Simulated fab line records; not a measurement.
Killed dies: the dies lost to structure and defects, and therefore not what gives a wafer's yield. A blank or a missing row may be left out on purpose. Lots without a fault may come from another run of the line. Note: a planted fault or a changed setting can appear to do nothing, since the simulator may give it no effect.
The same fault as seen by 2 desks | flow gf180mcu | what lay behind the numbers comes last; until then each desk has only its own

== THE METROLOGY DESK ==
What the gauges read for every lot (on any tool): the sampled wafers with a number, averaged. A lot is out of limits, marked OUT, if its mean lies more than 4 standard deviations from the usual mean; the brackets give that distance.
Columns: A = NWELL_TW at GF_NWELL_TW_MEAS_11, usual 1570; B = LVPWELL_OVL at GF_LVPWELL_OVL_MEAS_07, usual -0.2 nm; C = VT_IMPLANT_2_TW at GF_VT_IMPLANT_TW_MEAS_21, usual 1212
lot  | first seen here | A    | B    | C
L991 | day 3 09:13     | 1564 | 0.7  | 1218
L992 | day 3 12:43     | 1582 | -0.1 | 1197
L993 | day 3 18:49     | 1555 | -1.5 | 1217
L994 | day 3 23:28     | 1566 | 1.7  | 1200
L995 | day 4 04:59     | 1551 | 0.9  | 1199
L996 | day 4 10:23     | 1580 | -1.2 | 1196
L997 | day 4 16:53     | 1545 | -0.9 | 1222
L100 | day 5 08:16     | 1576 | -0.0 | 1220
L106 | day 6 17:41     | 1567 | 0.5  | 583 (-57) OUT
L108 | day 7 05:01     | 1582 | 0.5  | 579 (-58) OUT
L109 | day 7 10:19     | 1557 | -0.0 | 1217
L111 | day 7 19:52     | 1574 | 1.0  | 1217
L113 | day 8 07:07     | 1584 | -2.5 | 1207
L114 | day 8 13:46     | 1587 | -1.0 | 1216
Per this desk, out of limits: L106, L108; the first was L106, day 10 06:47 (VT_IMPLANT_2_TW at GF_VT_IMPLANT_TW_MEAS_21). In limits: L991, L992, L993, L994, L995, L996, L997, L100, L109, L111, L113, L114.

== TOOL OWNER'S DESK, implanter-04 ==
The tool's own readings at GF_VT_IMPLANT_IMPLANT_19: means of the sampled wafers that have a number, for each lot that ran on this tool. A lot is out of limits, marked OUT, if its mean lies more than 4 standard deviations from the usual mean; the brackets give that distance.
Columns: A = doseIonsCm2 at GF_VT_IMPLANT_IMPLANT_19, usual 4.35e+12; B = faradayCurrentUA at GF_VT_IMPLANT_IMPLANT_19, usual 24.6
lot  | first seen here | A                          | B
L991 | day 6 07:43     | 4.35e+12                   | 24.2
L992 | day 6 11:55     | 4.35e+12                   | 24.3
L993 | day 6 18:46     | 4.35e+12                   | 24.6
L997 | day 7 21:01     | 4.35e+12                   | 25.0
L100 | day 8 13:58     | 4.35e+12                   | 24.4
L106 | day 10 06:34    | 4.33e+11 (-99 or more) OUT | 2.5 (-41) OUT
L108 | day 10 17:11    | 4.32e+11 (-99 or more) OUT | 2.5 (-41) OUT
This desk finds L106, L108 out of limits, L106 being first, at day 10 06:34 (doseIonsCm2 at GF_VT_IMPLANT_IMPLANT_19). In limits: L991, L992, L993, L997, L100.

== BROUGHT TOGETHER ==
The tool owner's desk had the chance to raise an alarm at day 10 06:34 on L106, L108.
Metrology desk: alarm possible at day 10 06:47 on L106, L108.
GF_VT_IMPLANT_IMPLANT_19 was run on implanter-04 by each of the lots named.

== WHAT HAD BEEN PUT IN BY THE SIMULATOR ==
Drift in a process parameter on implanter-04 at GF_VT_IMPLANT_IMPLANT_19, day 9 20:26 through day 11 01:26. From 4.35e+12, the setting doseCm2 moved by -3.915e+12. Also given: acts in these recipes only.
Lots struck among those shown: L106, L108.
Fault start to first reading out of limits, in hours, per desk: tool owner, 10; metrology, 10.
